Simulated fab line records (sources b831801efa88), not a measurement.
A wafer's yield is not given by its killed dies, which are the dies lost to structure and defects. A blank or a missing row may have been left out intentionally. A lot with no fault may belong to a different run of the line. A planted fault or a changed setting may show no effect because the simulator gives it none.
fab line records	flow sky130
[record] lots = 13	wafers = 37	last-day = 50
route steps=708 shown FIELD_ISO@15 NWELL@34 PWDE@52 VT_ADJUST_NCORE@122 PAD_OPEN@708
lots that met no fault: from a run of the same line without faults
start-h: hours from the record's first day to the start of the lot's first wafer shown	wait-h: time in hours since the lot's previous step	" same as the row above	L1.1+2: a single row standing in for several wafers	- no value present, or no start provided	* or withheld: withheld	< > ~ a bound
route shown NAME@n: a module of which the file shows steps, and the number in the route of the first	usual: mean/standard deviation taken from wafers without a fault	same: alike in all rows	chamber/n: place in a boat	sites: per-site readings	_std_site: how widely they spread, as a standard deviation	_edge_site: mean of outer sites minus mean of inner sites	radius-mm: for every site, how far away it sits from the centre of the wafer	mask NAME#n: copy n	behind: the tool/chamber that last shaped the wafer	hold: cause of the lot's hold/its duration in hours/its outcome	device: transistor that didn't switch, given as n, p or np	end of line: at the end of the route, the tests of the same wafers	step lacking rows: just its recipe	killed: count of dies lost to structure and defects at first sort (not the wafer's yield)	map: a wafer's dies, x killed, . not, _ none there
set.NAME: the setting as run; set.NAME@STEP: as run at that earlier step	model.NAME: the simulator's own value behind a step, which no gauge read
route steps across a sampled set of lots; one table per step, one row per wafer
services: from which hour (start-h, from the record's first day; less than 0 if before it) a tool's chamber was out of use, for how many hours, and why
[[steps]]
[step SKY_FIELD_ISO_ETCH_14]
[recipe] chemistry = N2/H2	target = BARC	ion-energy-ev = 200	source-w = 500	bias-w = 100	pressure-mtorr = 30	n2-flow-sccm = 100	h2-flow-sccm = 200	stop-on = SiO2	time-s = 45.9	target-depth-a = 600
[usual] drypump-motor-current-A = 5.7/0.59	oes-product-au = 0.854/0.0046	rf-fwd-power-W = 495.0/2.4	throttle-valve-pct = 13.225/0.0088
lot.wafer	tool	chamber	start-h	wait-h	drypump-motor-current-A	oes-product-au	rf-fwd-power-W	rf-hours-counter-h	throttle-valve-pct
L144.1	rie-diel-04	2	30.16	0.1	5.6	0.859	492.1	3	13.222
L144.4	"	3	"	"	5.0	0.851	494.2	51	13.243
L144.6	"	2	"	"	5.6	0.867	491.8	-	13.215
L145.4	rie-diel-04	0	33.91	0.0	6.8	0.851	496.4	71	13.226
L145.5	"	1	"	"	5.2	0.846	496.4	-	13.230
L145.6	"	2	"	"	5.6	0.859	491.5	-	13.228
L150.3	rie-diel-04	2	62.81	0.1	5.6	0.856	492.3	3	13.234
L150.5	"	3	"	"	5.0	0.850	495.0	-	13.224
L152.2	rie-diel-04	2	69.71	0.1	5.6	0.864	491.5	4	13.219
L152.5	"	2	"	"	5.6	0.866	492.6	-	13.210
L156.1	rie-diel-04	1	91.05	0.1	5.2	0.852	496.4	107	13.216
L156.3	"	3	"	"	5.0	0.852	494.2	53	13.219
L156.4	"	0	"	"	6.8	0.845	495.6	72	13.235
L159.2	rie-diel-01	2	106.21	0.1	5.6	0.853	491.9	152	13.221
L159.3	"	3	"	"	5.4	0.851	495.5	150	13.236
L159.6	"	3	"	"	5.4	0.852	495.5	-	13.234
L160.3	rie-diel-04	1	113.26	0.1	5.2	0.856	498.0	107	13.223
L160.4	"	2	"	"	5.6	0.857	493.2	4	13.223
L160.5	"	0	"	"	6.8	0.850	496.9	-	13.221
L161.3	rie-diel-04	2	117.36	0.1	5.6	0.861	495.1	5	13.225
L161.4	"	3	"	"	5.0	0.853	494.8	53	13.220
L161.6	"	2	"	"	5.6	0.854	494.3	-	13.213
L163.1	rie-diel-01	0	128.46	0.1	6.4	0.850	492.6	3	13.211
L163.3	"	1	"	"	5.6	0.856	498.4	111	13.214
L163.4	"	3	"	"	5.4	0.860	495.1	150	13.220
L164.1	rie-diel-02	0	133.81	0.1	5.8	0.860	494.5	46	13.226
L164.2	"	2	"	"	6.2	0.848	494.9	132	13.230
L164.4	"	3	"	"	5.9	0.852	495.5	144	13.226
L165.1	rie-diel-04	3	140.41	0.1	5.0	0.851	494.7	54	13.223
L165.4	"	1	"	"	5.2	0.857	497.8	108	13.223
L165.5	"	3	"	"	5.0	0.851	493.1	-	13.234
L166.1	rie-diel-02	3	145.26	0.1	5.9	0.848	493.8	144	13.222
L166.2	"	0	"	"	5.8	0.857	494.0	46	13.236
L166.4	"	1	"	"	4.7	0.853	495.8	125	13.242
L167.2	rie-diel-01	1	149.96	0.1	5.6	0.860	497.6	112	13.228
L167.4	"	0	"	"	6.4	0.852	494.9	3	13.224
L167.5	"	0	"	"	6.4	0.850	492.7	-	13.224
[step SKY_NWELL_THK_MEAS_02]
[recipe] reads = SiO2_of_NWELL_OXIDATION_01
[usual] NWELL_OXIDATION_THK = 10.03/0.17
lot.wafer	tool	chamber	start-h	wait-h	NWELL_OXIDATION_THK[nm]
L144.1	film-metro-04	-	37.22	0.0	10.18
L144.4	"	-	"	"	10.05
L144.6	"	-	"	"	9.97
L145.4	film-metro-01	-	40.97	0.0	10.45
L145.5	"	-	"	"	10.22
L145.6	"	-	"	"	10.30
L150.3	film-metro-04	-	69.16	0.0	10.06
L150.5	"	-	"	"	10.11
L152.2	film-metro-04	-	75.85	0.0	9.97
L152.5	"	-	"	"	10.01
L156.1	film-metro-02	-	97.71	0.0	10.09
L156.3	"	-	"	"	10.25
L156.4	"	-	"	"	10.22
L159.2	film-metro-02	-	116.36	0.0	9.88
L159.3	"	-	"	"	9.65
L159.6	"	-	"	"	9.97
L160.3	film-metro-01	-	121.06	0.0	10.03
L160.4	"	-	"	"	9.90
L160.5	"	-	"	"	10.07
L161.3	film-metro-01	-	126.83	0.0	10.02
L161.4	"	-	"	"	9.87
L161.6	"	-	"	"	10.02
L163.1	film-metro-04	-	136.47	0.0	9.95
L163.3	"	-	"	"	9.89
L163.4	"	-	"	"	9.80
L164.1	film-metro-02	-	140.99	0.0	9.91
L164.2	"	-	"	"	9.89
L164.4	"	-	"	"	9.82
L165.1	film-metro-02	-	148.27	0.0	10.59
L165.4	"	-	"	"	10.24
L165.5	"	-	"	"	10.31
L166.1	film-metro-02	-	153.74	0.0	9.89
L166.2	"	-	"	"	9.84
L166.4	"	-	"	"	9.74
L167.2	film-metro-02	-	157.70	0.0	9.96
L167.4	"	-	"	"	10.16
L167.5	"	-	"	"	10.25
[step SKY_PWDE_OVL_MEAS_07]
[usual] PWDE_OVL = -0.9/1.3
lot.wafer	tool	chamber	start-h	wait-h	PWDE_OVL[nm]
L144.1	overlay-02	-	68.49	-	0.0
L144.4	"	-	"	"	-0.9
L144.6	"	-	"	"	-0.9
L145.4	overlay-01	-	72.76	-	-0.3
L145.5	"	-	"	"	-1.2
L145.6	"	-	"	"	-0.5
L150.3	overlay-02	-	102.90	-	0.5
L150.5	"	-	"	"	-1.1
L152.2	overlay-01	-	111.25	-	-0.2
L152.5	"	-	"	"	-1.1
L156.1	overlay-01	-	134.63	-	-2.1
L156.3	"	-	"	"	-2.0
L156.4	"	-	"	"	-4.1
L159.2	overlay-02	-	154.53	-	-1.3
L159.3	"	-	"	"	-2.9
L159.6	"	-	"	"	-0.9
L160.3	overlay-02	-	159.74	-	-3.0
L160.4	"	-	"	"	0.6
L160.5	"	-	"	"	-2.5
L161.3	overlay-01	-	164.89	-	-0.5
L161.4	"	-	"	"	0.1
L161.6	"	-	"	"	1.2
L163.1	overlay-01	-	176.09	-	0.6
L163.3	"	-	"	"	-1.3
L163.4	"	-	"	"	1.1
L164.1	overlay-01	-	181.08	-	-1.9
L164.2	"	-	"	"	-0.1
L164.4	"	-	"	"	-1.1
L165.1	overlay-01	-	188.88	-	-2.1
L165.4	"	-	"	"	-1.1
L165.5	"	-	"	"	-2.0
L166.1	overlay-01	-	194.67	-	1.1
L166.2	"	-	"	"	-1.2
L166.4	"	-	"	"	-1.0
L167.2	overlay-02	-	199.78	-	1.1
L167.4	"	-	"	"	-2.7
L167.5	"	-	"	"	-1.3
[step SKY_VT_ADJUST_NCORE_SOFTBAKE_03]
[recipe] temp-c = 90	time-s = 60	resist = NOVOLAK
[usual] chill-plate-temp-C = 23.04/0.1	exhaust-pa = 44.9/0.95	heater-power-total-W = 56.60/0.05	resist-line-temp-C = 22.99/0.089	run-length-s = 89.14/0.26
lot.wafer	tool	chamber	start-h	wait-h	chill-plate-temp-C	exhaust-pa	heater-power-total-W	resist-line-temp-C	run-length-s
L144.1	litho-track-03	0	171.89	0.1	23.07	44.1	56.64	23.03	89.20
L144.4	"	0	"	"	23.19	45.2	56.60	23.00	89.35
L144.6	"	0	"	"	23.14	44.8	56.55	23.15	89.36
L145.4	litho-track-04	0	179.20	0.1	23.03	44.4	56.59	22.93	88.77
L145.5	"	0	"	"	22.95	44.5	56.59	22.94	88.62
L145.6	"	0	"	"	23.03	44.1	56.54	22.91	88.95
L150.3	litho-track-02	0	215.38	0.1	22.92	44.6	57.11	22.84	87.59
L150.5	"	0	"	"	22.90	45.4	57.09	22.92	87.44
L152.2	litho-track-02	0	224.15	0.1	22.98	44.9	56.64	23.09	89.34
L152.5	"	0	"	"	23.07	44.8	57.06	22.95	87.45
L156.1	litho-track-03	0	252.79	0.1	23.09	46.9	56.58	22.91	89.44
L156.3	"	0	"	"	22.99	45.8	56.59	22.78	89.29
L156.4	"	0	"	"	23.16	45.4	56.62	22.99	89.30
L159.2	litho-track-04	0	275.80	0.1	23.00	44.6	56.60	22.86	88.70
L159.3	"	0	"	"	22.93	44.3	56.59	22.92	88.70
L159.6	"	0	"	"	23.11	43.8	56.49	22.85	88.67
L160.3	litho-track-03	0	282.14	0.1	22.99	45.2	56.57	22.87	89.34
L160.4	"	0	"	"	22.85	45.4	56.56	22.98	89.17
L160.5	"	0	"	"	23.04	43.7	56.54	22.89	89.38
L161.3	litho-track-04	0	290.17	0.1	22.99	44.6	56.58	22.92	88.86
L161.4	"	0	"	"	22.91	43.1	56.58	22.89	88.94
L161.6	"	0	"	"	22.96	43.9	56.55	22.99	88.62
L163.1	litho-track-04	0	302.72	0.1	23.01	44.2	56.61	23.07	88.81
L163.3	"	0	"	"	22.96	43.3	56.63	22.98	88.63
L163.4	"	0	"	"	23.04	43.3	56.66	23.02	88.95
L164.1	litho-track-04	0	307.12	0.1	23.12	45.0	56.62	23.06	89.01
L164.2	"	0	"	"	23.07	45.2	56.61	22.93	88.70
L164.4	"	0	"	"	23.06	45.6	56.52	23.05	88.62
L165.1	litho-track-04	0	317.37	0.1	22.85	45.7	56.59	22.90	88.62
L165.4	"	0	"	"	22.99	45.2	56.60	23.02	88.87
L165.5	"	0	"	"	22.97	44.0	56.47	23.00	88.79
L166.1	litho-track-02	0	322.48	0.1	23.16	46.4	56.63	22.95	89.20
L166.2	"	0	"	"	23.03	45.6	56.64	22.90	89.23
L166.4	"	0	"	"	23.10	44.0	56.66	23.01	89.32
L167.2	litho-track-03	0	331.02	0.1	23.03	45.0	56.63	22.86	89.32
L167.4	"	0	"	"	22.96	47.5	56.53	22.94	89.29
L167.5	"	0	"	"	22.94	45.9	56.56	22.95	89.32
[step SKY_PAD_OPEN_PROBE_99]
[usual] killed_at_M0_to_M3 = 43/6.5	killed_at_M4_up = 3.2/1.8	killed-at-contacts = 26/5.2	killed-at-front-end = 16/4.8	killed-at-other = 0.3/0.6	killed-dies = 89/9.6	killed-on-rim = 17/3.7	killed-open = 48/7.1	killed-short = 40/6.4
[same] gross-dies = 492	killed-at-back-side = 0
lot.wafer	tool	chamber	start-h	wait-h	killed_at_M0_to_M3	killed_at_M4_up	killed-at-contacts	killed-at-front-end	killed-at-other	killed-dies	killed-on-rim	killed-open	killed-short
L144.1	prober-02	-	1074.53	0.1	38	4	18	28	0	88	16	42	46
L144.4	prober-02	-	1074.68	0.2	46	6	18	17	1	88	17	42	46
L144.6	prober-02	-	1074.78	0.2	42	2	22	20	0	86	16	56	30
L145.4	prober-02	-	1089.39	0.2	44	3	19	14	0	80	21	44	36
L145.5	prober-02	-	1089.44	0.2	47	2	21	11	0	81	14	39	42
L145.6	prober-02	-	1089.49	0.2	47	2	25	16	0	90	23	54	36
L159.2	prober-02	-	1156.15	0.1	45	1	19	15	0	80	17	48	31
L159.3	prober-02	-	1156.20	0.2	60	5	20	16	0	101	22	55	44
L159.6	prober-02	-	1156.35	0.2	44	3	16	20	0	83	22	50	33
L161.3	prober-02	-	1171.90	0.2	37	4	25	16	0	82	10	43	37
L161.4	prober-02	-	1171.95	0.2	47	1	31	21	0	100	16	51	49
L161.6	prober-02	-	1172.05	0.2	40	6	33	10	0	89	19	55	34
L166.1	prober-01	-	1192.10	0.1	48	4	22	21	0	95	18	52	43
L166.2	prober-01	-	1192.15	0.1	60	3	21	15	1	100	15	62	37
L166.4	prober-01	-	1192.25	0.2	42	3	31	22	1	99	15	60	38
// killed by level:class
L144.1 VIA2:geometric-particle:open=8 POLY_GATE:geometric-particle:open=7 POLY_GATE:geometric-particle:short=7 CONTACT:geometric-particle:open=7 METAL1:geometric-particle:short=7 FIELD_ISO:geometric-particle:open=5 VIA1:geometric-particle:short=5 METAL2:geometric-particle:short=5
L144.4 METAL1:geometric-particle:short=9 POLY_GATE:geometric-particle:short=7 VIA2:geometric-particle:open=7 LI_CONTACT:geometric-particle:open=6 VIA3:geometric-particle:open=6 METAL2:geometric-particle:short=5 VIA1:geometric-particle:open=5 METAL4:geometric-particle:short=4
L144.6 POLY_GATE:geometric-particle:open=9 VIA1:geometric-particle:open=9 VIA3:geometric-particle:open=8 VIA2:geometric-particle:open=8 LI_CONTACT:geometric-particle:open=6 FIELD_ISO:geometric-particle:open=5 CONTACT:geometric-particle:open=5 METAL1:geometric-particle:short=5
L145.4 CONTACT:geometric-particle:open=9 VIA1:geometric-particle:open=9 METAL1:geometric-particle:short=7 VIA2:geometric-particle:open=6 VIA3:geometric-particle:open=6 CONTACT:geometric-particle:short=5 VIA3:geometric-particle:short=4 VIA1:geometric-particle:short=4
L145.5 CONTACT:geometric-particle:open=9 FIELD_ISO:geometric-particle:short=7 VIA2:geometric-particle:open=7 VIA1:geometric-particle:open=6 VIA1:geometric-particle:short=6 VIA3:geometric-particle:short=6 VIA3:geometric-particle:open=6 LI_CONTACT:geometric-particle:open=5
L145.6 VIA1:geometric-particle:open=12 CONTACT:geometric-particle:open=11 LI_CONTACT:geometric-particle:open=8 VIA2:geometric-particle:open=8 VIA3:geometric-particle:open=7 POLY_GATE:geometric-particle:short=5 CONTACT:geometric-particle:short=5 FIELD_ISO:geometric-particle:short=4
L159.2 VIA1:geometric-particle:open=19 FIELD_ISO:geometric-particle:short=8 VIA3:geometric-particle:open=8 CONTACT:geometric-particle:open=6 VIA1:geometric-particle:short=5 LI_CONTACT:geometric-particle:short=4 LI_CONTACT:geometric-particle:open=4 VIA2:geometric-particle:open=4
L159.3 VIA3:geometric-particle:open=14 VIA1:geometric-particle:open=12 CONTACT:geometric-particle:open=10 FIELD_ISO:geometric-particle:short=6 VIA3:geometric-particle:short=5 LI_CONTACT:geometric-particle:open=5 METAL1:geometric-particle:short=5 VIA1:geometric-particle:short=5
L159.6 VIA1:geometric-particle:open=10 VIA2:geometric-particle:open=8 FIELD_ISO:geometric-particle:open=6 CONTACT:geometric-particle:open=6 METAL1:geometric-particle:short=6 POLY_GATE:geometric-particle:open=5 VIA1:geometric-particle:short=5 VIA2:geometric-particle:short=5
L161.3 CONTACT:geometric-particle:open=11 VIA1:geometric-particle:open=10 VIA2:geometric-particle:open=8 VIA1:geometric-particle:short=7 CONTACT:geometric-particle:short=7 FIELD_ISO:geometric-particle:short=5 LI_CONTACT:geometric-particle:open=5 SPACER:geometric-particle:short=4
L161.4 VIA3:geometric-particle:open=11 LI_CONTACT:geometric-particle:open=10 CONTACT:geometric-particle:open=10 METAL1:geometric-particle:short=8 VIA1:geometric-particle:open=6 VIA1:geometric-particle:short=6 FIELD_ISO:geometric-particle:short=5 LOCAL_INTERCONNECT:geometric-particle:short=5
L161.6 VIA1:geometric-particle:open=17 CONTACT:geometric-particle:open=12 LI_CONTACT:geometric-particle:open=8 CONTACT:geometric-particle:short=6 VIA1:geometric-particle:short=6 METAL1:geometric-particle:short=5 LOCAL_INTERCONNECT:geometric-particle:short=4 VIA2:geometric-particle:open=4
L166.1 VIA1:geometric-particle:open=11 CONTACT:geometric-particle:open=9 POLY_GATE:geometric-particle:open=7 VIA3:geometric-particle:open=7 POLY_GATE:geometric-particle:short=5 LI_CONTACT:geometric-particle:open=5 VIA3:geometric-particle:short=5 VIA1:geometric-particle:short=5
L166.2 VIA1:geometric-particle:open=16 CONTACT:geometric-particle:open=10 METAL2:geometric-particle:short=10 VIA3:geometric-particle:open=10 VIA2:geometric-particle:open=8 METAL1:geometric-particle:short=6 VIA1:geometric-particle:short=6 POLY_GATE:geometric-particle:open=4
L166.4 CONTACT:geometric-particle:open=13 VIA1:geometric-particle:open=12 VIA2:geometric-particle:open=7 LI_CONTACT:geometric-particle:open=7 POLY_GATE:geometric-particle:short=6 METAL1:geometric-particle:short=6 FIELD_ISO:geometric-particle:open=5 FIELD_ISO:geometric-particle:short=5
[[services]]
tool	chamber	start-h	hours	kind
rie-diel-02	2	12.92	1.4	repair
rie-diel-01	3	45.23	10.1	repair
rie-diel-02	3	49.32	1.3	repair
rie-diel-01	0	57.41	9.9	repair
rie-diel-01	0	102.06	3.9	repair
rie-diel-02	2	155.32	2.4	repair
rie-diel-01	-	156.15	4.3	pm
rie-diel-01	2	160.48	-	clean
rie-diel-01	2	160.48	25.3	scheduled-down
rie-diel-01	2	160.48	25.3	vent-cycle
rie-diel-01	3	185.74	-	clean
rie-diel-01	3	185.74	15.2	scheduled-down
rie-diel-01	3	185.74	15.2	vent-cycle
rie-diel-04	2	206.15	10.9	repair
rie-diel-02	3	208.47	-	clean
rie-diel-02	0	216.15	10.8	repair
rie-diel-02	-	230.44	0.3	repair
rie-diel-01	2	231.35	33.1	repair
rie-diel-01	0	262.08	5.3	repair
litho-track-03	-	276.60	-	consumable-replace:filter
rie-diel-01	-	296.42	2.8	pm
rie-diel-04	2	313.00	13.0	repair
rie-diel-01	2	316.16	9.1	repair
rie-diel-04	1	322.51	1.3	repair
[[key]]
[first-sign] step = SKY_VT_ADJUST_NCORE_SOFTBAKE_03	reading = heater-power-total-W	direction = up	sigmas = 9.8	usual = *	struck = *
[effect] step = SKY_VT_ADJUST_NCORE_SOFTBAKE_03	reading = run-length-s	direction = down	sigmas = 6.2	usual = *	struck = *
met-at SKY_VT_ADJUST_NCORE_SOFTBAKE_03
struck-lots L150,L152
struck-wafers L150.3,L150.5,L152.5
tester-left-out L150,L152
not-acting-at SKY_FIELD_ISO_ETCH_14,SKY_NWELL_THK_MEAS_02,SKY_PWDE_OVL_MEAS_07
[fault] kind = process-parameter-drift	tool = litho-track-02	chamber = -	onset-h = 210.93	steps = SKY_VT_ADJUST_NCORE_SOFTBAKE_03	channel = time-s	offset = *	shape = step	end-h = 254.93	scope = struck-wafers-only	acts-in = *	stated = *
// tester-left-out: of these lots the tester's yield and bins aren't shown, on N5 and GAA mostly nor the transistor test; their killed dies are dies lost to structure and defects alone, not to doping, threshold or leakage, so they don't give the yield
